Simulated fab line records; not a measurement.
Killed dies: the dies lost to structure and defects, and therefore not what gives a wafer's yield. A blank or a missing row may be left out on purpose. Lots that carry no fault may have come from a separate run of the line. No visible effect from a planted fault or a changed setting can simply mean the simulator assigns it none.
Struck lot and sound lot, side by side	flow sfqLine	37 steps out of a route of 325
Sound: wafers L230.3, L230.4, L230.5. Struck: wafer L236.6 (left out: L236.4, L236.5 of the same lot, which were not struck); the cause appears at the end.
At each step with rows: each side's tool, then ch and its chambers, then its first start. Under that, the readings that differ: sound wafers	struck wafers	difference of the means	sigmas: that difference in standard deviations of wafers without a fault.
alike: readings whose means differ by less than 2 such deviations, and words and numbers that are the same on both sides. not compared: withheld readings, readings that some wafer has no value for, bounds like >300 that may hide the same value, and numbers for which the record gives no deviation and whose values overlap.
The two part at a step that has a row with sigmas, a row that says differs or no value, or rows on one side only. When numbers do not overlap yet have no deviation, they are printed without sigmas and do not part them. A reading missing from all wafers of one side parts the sides only when that side holds two or more wafers.

SFQ_R5_THK_MEAS_934: measures by xrf.
  sound: filmMetro-04 at day 65 20:10; struck: filmMetro-01 at day 66 17:17
  alike: R5_MONX_THK
then, 6 steps without rows for these wafers: SFQ_TRILAYER_R5_LITHO_COAT_141 (resist thk 62 nm); SFQ_TRILAYER_R5_LITHO_COAT_136 (resist thk 600 nm); SFQ_TRILAYER_R5_LITHO_SOFTBAKE_140; SFQ_TRILAYER_R5_LITHO_EXPOSE_137 (exposes mask R5, target cd 500 nm); SFQ_TRILAYER_R5_LITHO_PEB_139 (peb time 60 s); SFQ_TRILAYER_R5_LITHO_DEVELOP_138 (time 60 s).
SFQ_R5_OVL_MEAS_935:
  sound: overlay-02 at day 66 15:16; struck: overlay-01 at day 66 22:29
  alike: R5_OVL
SFQ_TRILAYER_R5_BARC_OPEN_METAL_ETCH_177: etches BARC in O2, target depth 125 nm, time 41.7 s.
  sound on rieMetal-01 ch 0,1, day 66 15:19; struck on rieMetal-04 ch 0, day 66 22:31
  alike: drypumpMotorCurrentA, oesProductAu
  not compared: rfHoursCounterH
then, 3 steps without rows for these wafers: SFQ_TRILAYER_R5_ETCH_METAL_ETCH_139 (etches the open film in Cl2, stops on SiO2, target depth 60 nm, time 40 s); SFQ_TRILAYER_R5_STRIP_STRIP_140 (strips in O2); SFQ_TRILAYER_R5_STRIP_SOLV_CLEAN_141 (cleans in NMP, time 600 s).
SFQ_TRILAYER_A5C_DEP_PECVD_142: deposits SiO2 from SiH4/N2O, time 15.556 s, target thk 70 nm.
  sound on pecvd-01 ch 0,2, day 66 16:11; struck on pecvd-04 ch 0, day 66 23:24
reading	sound	struck	difference	sigmas
model.SiO2_of_TRILAYER_A5C_DEP_PECVD_142.thkNm (nm)	68.3 70.73 69.46	106.5	+37.0	
  alike: heaterPowerW, throttleValvePct
then, 6 steps without rows for these wafers: SFQ_TRILAYER_I5_LITHO_COAT_149 (resist thk 62 nm); SFQ_TRILAYER_I5_LITHO_COAT_144 (resist thk 650 nm); SFQ_TRILAYER_I5_LITHO_SOFTBAKE_148; SFQ_TRILAYER_I5_LITHO_EXPOSE_145 (exposes mask I5, target cd 700 nm); SFQ_TRILAYER_I5_LITHO_PEB_147 (peb time 60 s); SFQ_TRILAYER_I5_LITHO_DEVELOP_146 (time 60 s).
-- the record jumps here: 5 days lie between the struck wafers' starts before and after --
SFQ_I5_OVL_MEAS_936:
  sound: overlay-01 at day 71 13:23; struck: overlay-02 at day 72 00:11
  alike: I5_OVL
SFQ_TRILAYER_I5_BARC_OPEN_VIA_ETCH_200: etches BARC in O2, target depth 125 nm, time 41.7 s.
  sound on rieDiel-03 ch 0,1,2, day 71 13:24; struck on rieDiel-02 ch 0, day 72 00:13
  alike: drypumpMotorCurrentA, oesProductAu
  not compared: rfHoursCounterH
SFQ_TRILAYER_I5_ETCH_VIA_ETCH_147: etches the open film in CHF3, stops on Nb, target depth 360 nm.
  sound on rieDiel-03 ch 0,1,2, day 71 13:26; struck on rieDiel-02 ch 0, day 72 00:19
  alike: drypumpMotorCurrentA, oesProductAu
then, 8 steps without rows for these wafers: SFQ_TRILAYER_I5_STRIP_STRIP_148 (strips in O2); SFQ_TRILAYER_I5_STRIP_SOLV_CLEAN_149 (cleans in NMP, time 600 s); SFQ_TRILAYER_C5_LITHO_COAT_156 (resist thk 62 nm); SFQ_TRILAYER_C5_LITHO_COAT_151 (resist thk 650 nm); SFQ_TRILAYER_C5_LITHO_SOFTBAKE_155; SFQ_TRILAYER_C5_LITHO_EXPOSE_152 (exposes mask C5, target cd 500 nm); SFQ_TRILAYER_C5_LITHO_PEB_154 (peb time 60 s); SFQ_TRILAYER_C5_LITHO_DEVELOP_153 (time 60 s).
SFQ_C5_OVL_MEAS_937:
  sound: overlay-01 at day 71 16:50; struck: overlay-01 at day 72 04:14
  alike: C5_OVL
SFQ_TRILAYER_C5_BARC_OPEN_VIA_ETCH_210: etches BARC in O2, target depth 125 nm, time 41.7 s.
  sound on rieDiel-01 ch 1,2, day 71 16:51; struck on rieDiel-01 ch 1, day 72 04:15
  alike: drypumpMotorCurrentA, oesProductAu
  not compared: rfHoursCounterH
SFQ_TRILAYER_C5_ETCH_VIA_ETCH_154: etches SiO2 in CHF3, stops on Nb, target depth 84 nm.
  sound on rieDiel-01 ch 1,2, day 71 16:53; struck on rieDiel-01 ch 1, day 72 04:17
reading	sound	struck	difference	sigmas
oesProductAu (a.u.)	0.884 0.894 0.885	0.991	+0.103	+11
model.etch.depthNm (nm)	68.3 70.73 69.46	83.66	+14.16	
model.C5.featureDepthNm (nm)	68.3 70.73 69.46	83.66	+14.16	
  alike: drypumpMotorCurrentA
SFQ_TRILAYER_C5_STRIP_STRIP_155: strips in O2.
  sound on rieMetal-04 ch 0,1, day 71 17:08; struck on rieMetal-04 ch 0, day 72 04:32
  alike: drypumpMotorCurrentA, oesProductAu
  not compared: rfHoursCounterH
then, 1 step without rows for these wafers: SFQ_TRILAYER_C5_STRIP_SOLV_CLEAN_156 (cleans in NMP, time 600 s).
SFQ_TRILAYER_M6_DEP_PRE_CLEAN_158: time 22.5 s.
  sound: pvdSputter-03 at day 71 17:43; struck: pvdSputter-03 at day 72 05:07
reading	sound	struck	difference	sigmas
model.SiO2_of_TRILAYER_A5C_DEP_PECVD_142.thkNm (nm)	60.8 63.23 61.96	99.03	+37.03	
then, 1 step without rows for these wafers: SFQ_TRILAYER_M6_DEP_SPUTTER_157 (material Nb, target thk 200 nm, time 133.3 s).

WHERE THEY PART
At SFQ_TRILAYER_C5_ETCH_VIA_ETCH_154 and nowhere else, as far as this record goes. Later steps at which nothing parts them and some readings are alike: SFQ_TRILAYER_C5_STRIP_STRIP_155.

WHY: what the simulator had put in
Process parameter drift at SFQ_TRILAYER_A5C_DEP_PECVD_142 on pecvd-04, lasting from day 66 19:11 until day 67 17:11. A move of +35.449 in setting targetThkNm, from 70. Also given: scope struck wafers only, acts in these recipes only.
